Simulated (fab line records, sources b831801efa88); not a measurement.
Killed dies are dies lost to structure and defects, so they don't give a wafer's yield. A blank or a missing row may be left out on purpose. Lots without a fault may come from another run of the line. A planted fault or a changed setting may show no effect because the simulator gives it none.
Problem report in the 8D (eight disciplines) form, filled by code | flow sky130 | the parts of the form that need people (team, actions taken, sign-off) are left out

1. THE PROBLEM
VT_ADJUST_NCORE_TW at SKY_VT_ADJUST_NCORE_TW_MEAS_11 reads a mean of 229.5 on 6 wafers of 2 lots; wafers without a fault read 217.7 with a standard deviation of 1.6. That is +7.4 standard deviations from the usual mean.
First seen on wafer L820.3, day 13 05:10, on film_metro-02. The record holds 36 wafers of 12 lots with a number at this step. Rule for "out", or "out of limits": more than 4 standard deviations from the usual mean. The other wafers with a number count as sound.

2. WHAT IT IS AND WHAT IT IS NOT
question                    | is                           | is not
which readings at this step | VT_ADJUST_NCORE_TW           | -
which lots                  | L820, L821                   | L804, L806, L807, L808, L810, L812, L813, L819, L824, L826
which wafers of those lots  | all that have a number       | -
read on which gauges        | film_metro-01, film_metro-02 | film_metro-03
when                        | from day 13 05:10            | up to then (24 sound wafers); but 6 sound wafers of L824, L826 came after

3. SUSPECTS, AND WHAT RULES EACH OUT
Counting: a tool at a process step up to the reading stays a suspect if it ran every lot that is out and no sound lot after the first of them.
- the gauge at SKY_VT_ADJUST_NCORE_TW_MEAS_11: ruled out. The wafers that are out were read on 2 gauges (film_metro-01, film_metro-02).
- implanter-01 at SKY_VT_ADJUST_NCORE_IMPLANT_09: kept. It ran every lot that is out, first L820 (day 13 04:57), and no sound lot after that; its last sound lot up to then is L813 (day 11 04:21). Its own readings are out on those wafers: dose_ions_cm2, faraday_current_uA.
Left after counting: implanter-01 at SKY_VT_ADJUST_NCORE_IMPLANT_09.

4. THE CAUSE (what the simulator had put in)
Process parameter drift: implanter-01, from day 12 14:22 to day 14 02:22, at SKY_VT_ADJUST_NCORE_IMPLANT_09. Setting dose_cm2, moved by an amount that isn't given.
Counting left only this tool.

5. THE CHAIN OF EFFECTS, in route order
Each row: a reading whose mean over the struck wafers that have a number lies more than 3 standard deviations from the usual. Only readings for which the record gives a usual standard deviation are gone through. hours: the time from each lot's start at the first step in this table that gives one to its start at this step, as a median over the lots. sigmas: the change in usual standard deviations.
hours | step                           | reading            | usual      | on struck wafers | change      | sigmas
0     | SKY_VT_ADJUST_NCORE_IMPLANT_09 | dose_ions_cm2      | 2.4001e+12 | 2.8455e+12       | +4.4538e+11 | +99 or more
0     | SKY_VT_ADJUST_NCORE_IMPLANT_09 | faraday_current_uA | 13.55      | 15.95            | +2.39       | +8.9
0     | SKY_VT_ADJUST_NCORE_TW_MEAS_11 | VT_ADJUST_NCORE_TW | 217.7      | 229.5            | +11.8       | +7.4
The process steps in it:
- SKY_VT_ADJUST_NCORE_IMPLANT_09
Later measuring or inspecting steps at which every struck wafer that the step has a row for has a number for every such reading, and none has moved that far: SKY_GATE_OXIDE_TW_MEAS_14, SKY_LI_CONTACT_THK_MEAS_23.

6. WHAT WOULD HAVE CAUGHT IT SOONER
In this record the first reading out of limits at a measuring or inspecting step was taken at day 13 05:10, 15 hours after the fault began at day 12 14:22.
The tool's own readings at SKY_VT_ADJUST_NCORE_IMPLANT_09 were out on every struck wafer that the step has a row for (dose_ions_cm2, faraday_current_uA): an alarm limit on them would have fired on the first of those.
Of the lots that are out (2), L821 began SKY_VT_ADJUST_NCORE_IMPLANT_09 on implanter-01 after day 13 05:10. A hold on the tool at that time would have spared it.
